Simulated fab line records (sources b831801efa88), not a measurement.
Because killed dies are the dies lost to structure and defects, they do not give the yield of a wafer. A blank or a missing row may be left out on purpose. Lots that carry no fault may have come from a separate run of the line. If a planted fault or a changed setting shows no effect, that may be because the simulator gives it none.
Which tool did it? ; flow gf180mcu ; 7 lots with 21 wafers sampled at 2 steps, on a route of 602 steps

WHAT THE GAUGES SHOWED, per wafer
GF_HV_LDD_TW_MEAS_38.
lot;measured;on;HV_LDD_3_TW
L492;day 12 07:48;film_metro-01;1422 1419 1425
L495;day 13 09:38;film_metro-04;1416 1410 1422
L498;day 14 09:42;film_metro-01;1424 1423 1430
L500;day 15 02:08;film_metro-04;1410 1404 1415
L504;day 16 13:32;film_metro-03;1313 1315 1320
L506;day 16 22:50;film_metro-01;1423 1426 1434
L512;day 19 04:05;film_metro-04;1411 1412 1409

WHICH TOOL RAN EACH LOT (tool, then ch and the chambers of the sampled wafers, then the start)
lot;GF_HV_LDD_IMPLANT_34
L492;implanter-01 ch 0, day 12 07:16
L495;implanter-04 ch 0, day 13 09:06
L498;implanter-01 ch 0, day 14 09:09
L500;implanter-03 ch 0, day 15 01:37
L504;implanter-03 ch 0, day 16 12:59
L506;implanter-01 ch 0, day 16 22:17
L512;implanter-01 ch 0, day 19 03:32
- GF_HV_LDD_IMPLANT_34

THE ANSWER, worked out from the rows above alone
Rule: what is usual is taken from the lots themselves. The widest of any qualifying gaps counts: lots, ordered by their means at a reading, are off when they make up no more than a third of the lots, leave a main group of 4 or more, and stand apart from it by 3 or more times the standard deviation of that group's means. The tables above print the reading to a certain number of digits; a main group whose means all agree to those digits is not used. Also off: a lot with no number at a reading for which 4 or more lots have one. Where the step has rows for the other lots, those lots are counted as sound.
Off: L504, seen at GF_HV_LDD_TW_MEAS_38 (HV_LDD_3_TW). The main group has a mean of 1419 with a standard deviation of 7.
If a tool, at a process step before that reading, ran all the lots that are off and no sound lot after the first of them, it fits. Gauges at GF_HV_LDD_TW_MEAS_38: tried the same way as those tools. Undecided on this evidence; 2 tools fit (implanter-03 at GF_HV_LDD_IMPLANT_34, film_metro-03 at GF_HV_LDD_TW_MEAS_38).

WHAT THE SIMULATOR PUT IN
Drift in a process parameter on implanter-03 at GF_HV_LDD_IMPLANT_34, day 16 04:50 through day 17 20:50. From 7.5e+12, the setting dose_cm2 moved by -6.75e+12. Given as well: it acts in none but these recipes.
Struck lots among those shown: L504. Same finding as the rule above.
